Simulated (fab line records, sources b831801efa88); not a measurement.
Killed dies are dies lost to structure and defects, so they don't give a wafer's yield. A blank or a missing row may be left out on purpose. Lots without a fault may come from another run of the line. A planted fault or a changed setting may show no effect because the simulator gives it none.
Which tool did it? | flow gf180mcu | 13 lots, 39 wafers sampled, at 5 steps of a route of 602

WHAT THE GAUGES READ, wafer by wafer
GF_POLY_GATE_THK_MEAS_01.
lot  | measured     | on            | POLY_GATE_CVD_00_THK (nm)
L710 | day 8 22:02  | film_metro-04 | 201.5 203.1 202.4
L711 | day 8 23:26  | film_metro-02 | 200.7 202.1 201.2
L712 | day 9 04:52  | film_metro-04 | 393.4 392.6 392.5 393.2 392.8 392.2
L713 | day 9 12:47  | film_metro-01 | 397.0 396.5 395.2 397.1 396.2 395.3
L714 | day 9 16:16  | film_metro-02 | 394.6 394.6 394.9 394.8 394.9 395.2
L722 | day 12 05:55 | film_metro-02 | 199.4 198.4 200.1
L723 | day 12 10:40 | film_metro-01 | 197.8 197.9 198.9
L724 | day 12 16:29 | film_metro-01 | 196.9 197.6 196.4
L725 | day 13 03:37 | film_metro-04 | 201.2 200.4 200.2
L726 | day 13 05:11 | film_metro-01 | 201.4 200.4 203.0
L727 | day 13 14:39 | film_metro-01 | 199.2 198.2 200.0
L731 | day 15 08:44 | film_metro-02 | 197.1 195.0 195.5
L732 | day 15 18:10 | film_metro-04 | 199.9 199.2 200.0

GF_M4_OVL_MEAS_15.
lot  | measured     | on         | M4_OVL (nm)
L710 | day 23 19:32 | overlay-02 | -10 -10 3
L711 | day 24 02:01 | overlay-02 | 4 0 4
L722 | day 27 18:53 | overlay-01 | 12 15 10
L723 | day 27 20:58 | overlay-02 | -4 2 3
L724 | day 28 06:03 | overlay-02 | -1 -4 -2
L725 | day 28 18:01 | overlay-01 | -6 -11 -10
L726 | day 28 19:17 | overlay-02 | -1 5 1
L727 | day 29 01:22 | overlay-01 | -6 -1 3
L731 | day 30 14:40 | overlay-02 | 9 6 3
L732 | day 31 02:11 | overlay-02 | 4 3 4

GF_MIM_THK_MEAS_11: measures by xrf.
lot  | measured     | on            | MIM_ALCU_THK (nm)
L710 | day 24 20:47 | film_metro-04 | 201.7 201.4 201.6
L711 | day 25 03:37 | film_metro-03 | 195.1 195.2 195.7
L722 | day 28 17:58 | film_metro-03 | 197.9 197.8 199.2
L723 | day 28 20:10 | film_metro-03 | 198.5 196.1 196.9
L724 | day 29 04:32 | film_metro-01 | 195.9 195.3 197.0
L725 | day 29 16:15 | film_metro-04 | 199.8 200.0 199.4
L726 | day 29 17:59 | film_metro-01 | 197.4 197.8 196.2
L727 | day 30 00:04 | film_metro-04 | 204.4 199.9 201.8
L731 | day 31 12:07 | film_metro-01 | 194.3 196.1 196.0
L732 | day 31 22:31 | film_metro-01 | 197.2 195.9 196.0

WHICH TOOL RAN EACH LOT (tool, then ch and the chambers of the sampled wafers, then the start)
lot  | GF_POLY_GATE_CVD_00         | GF_V4_ETCH_16
L710 | lpcvd-01 ch 1, day 8 20:41  | rie_diel-02 ch 1,2, day 24 18:52
L711 | lpcvd-01 ch 0, day 8 22:05  | rie_diel-02 ch 0,1,3, day 25 01:42
L712 | lpcvd-01 ch 0, day 9 03:31  | -
L713 | lpcvd-01 ch 0, day 9 11:26  | -
L714 | lpcvd-01 ch 1, day 9 14:56  | -
L722 | lpcvd-02 ch 0, day 12 04:34 | rie_diel-04 ch 0,2,3, day 28 16:04
L723 | lpcvd-02 ch 0, day 12 09:19 | rie_diel-02 ch 0,1,3, day 28 18:16
L724 | lpcvd-01 ch 1, day 12 14:28 | rie_diel-02 ch 2,3, day 29 02:37
L725 | lpcvd-01 ch 1, day 13 02:17 | rie_diel-02 ch 0,2,3, day 29 14:21
L726 | lpcvd-02 ch 1, day 13 03:50 | rie_diel-03 ch 0,1,2, day 29 16:06
L727 | lpcvd-01 ch 0, day 13 13:19 | rie_diel-02 ch 0,1,3, day 29 22:01
L731 | lpcvd-01 ch 0, day 15 07:24 | rie_diel-03 ch 0,1,3, day 31 10:07
L732 | lpcvd-02 ch 0, day 15 16:49 | rie_diel-04 ch 0,1,2, day 31 20:37
- GF_POLY_GATE_CVD_00: deposits poly-Si, target thk 200 nm, time 1200 s.
- GF_V4_ETCH_16: etches BARC in N2/H2.

WHAT THE TOOLS THEMSELVES READ (means of the sampled wafers that have a number; where no wafer has one, the mark that the record gives instead)
GF_POLY_GATE_CVD_00.
lot  | tool     | spike_tc_bottom_C (C) | spike_tc_centre_C (C) | spike_tc_lower_C (C) | spike_tc_top_C (C) | spike_tc_upper_C (C) | susceptor_temp_C (C) | zone_power_bottom_pct (%)
L710 | lpcvd-01 | 639                   | 618.9                 | 619.9                | 632                | 620.6                | 620.09               | 12.3
L711 | lpcvd-01 | 642                   | 621.6                 | 620.5                | 641                | 618.2                | 620.17               | 12.1
L712 | lpcvd-01 | 678                   | 658.9                 | 656.9                | 678                | 657.4                | 657.68               | 13.8
L713 | lpcvd-01 | 678                   | 660.0                 | 657.8                | 678                | 657.7                | 657.60               | 13.6
L714 | lpcvd-01 | 675                   | 657.7                 | 657.1                | 669                | 658.3                | 657.85               | 13.9
L722 | lpcvd-02 | 643                   | 621.6                 | 620.9                | 636                | 618.2                | 620.01               | 12.1
L723 | lpcvd-02 | 644                   | 621.0                 | 619.0                | 634                | 618.5                | 620.09               | 12.2
L724 | lpcvd-01 | 638                   | 620.0                 | 619.7                | 632                | 620.1                | 619.69               | 12.4
L725 | lpcvd-01 | 639                   | 619.6                 | 618.7                | 634                | 620.8                | 619.98               | 12.4
L726 | lpcvd-02 | 636                   | 619.0                 | 619.4                | 637                | 619.2                | 619.81               | 11.4
L727 | lpcvd-01 | 641                   | 621.6                 | 619.8                | 641                | 619.2                | 620.11               | 12.1
L731 | lpcvd-01 | 641                   | 620.8                 | 618.9                | 641                | 620.0                | 619.81               | 12.1
L732 | lpcvd-02 | 644                   | 621.0                 | 620.0                | 635                | 618.0                | 619.84               | 12.2

GF_V4_ETCH_16.
lot  | tool        | drypump_motor_current_A (A) | h2_flow_sccm (sccm) | oes_product_au (a.u.) | throttle_valve_pct (%)
L710 | rie_diel-02 | 6.2                         | 199.9               | 0.855                 | 13.229
L711 | rie_diel-02 | 5.7                         | 200.2               | 0.851                 | 13.226
L722 | rie_diel-04 | 5.8                         | 200.0               | 0.855                 | 13.217
L723 | rie_diel-02 | 5.7                         | 200.0               | 0.857                 | 13.221
L724 | rie_diel-02 | 6.1                         | 200.3               | 0.860                 | 13.222
L725 | rie_diel-02 | 6.0                         | 200.5               | 0.851                 | 13.228
L726 | rie_diel-03 | 5.3                         | 199.0               | 0.854                 | 13.231
L727 | rie_diel-02 | 5.7                         | 200.4               | 0.855                 | 13.221
L731 | rie_diel-03 | 5.3                         | 199.6               | 0.850                 | 13.233
L732 | rie_diel-04 | 5.9                         | 199.3               | 0.850                 | 13.220

THE ANSWER, worked out from the rows above alone
Rule: what is usual is taken from the lots themselves. Put in order of their means at a reading, lots are off if they are a third of the lots or fewer, leave a main group of 4 or more, and stand apart from it by a gap of 3 or more times the standard deviation of the main group's means; of several such gaps the widest counts. A main group whose means are all the same, to the digits that the tables above print for the reading, isn't used. A lot without any number at a reading at which 4 lots or more have one is off too. The other lots that the step has rows for count as sound. The gauges are gone through in route order, then the tools' own readings, and for those a lot's mean is taken as printed above. The first step at which some lot is off is used, and at that step the reading that is off furthest; a lot without a number counts as furthest.
Off: L712, L713, L714, at GF_POLY_GATE_THK_MEAS_01 (POLY_GATE_CVD_00_THK). The main group: mean 199.5 nm, standard deviation 2.
A tool fits if, at a process step before that reading, it ran every lot that is off, and no sound lot after the first of them. The gauges at GF_POLY_GATE_THK_MEAS_01 aren't tried: what is off there is off at GF_POLY_GATE_CVD_00 too, on other tools, and a gauge's error can't cause that. None of those tried fits.

WHAT THE SIMULATOR HAD PUT IN
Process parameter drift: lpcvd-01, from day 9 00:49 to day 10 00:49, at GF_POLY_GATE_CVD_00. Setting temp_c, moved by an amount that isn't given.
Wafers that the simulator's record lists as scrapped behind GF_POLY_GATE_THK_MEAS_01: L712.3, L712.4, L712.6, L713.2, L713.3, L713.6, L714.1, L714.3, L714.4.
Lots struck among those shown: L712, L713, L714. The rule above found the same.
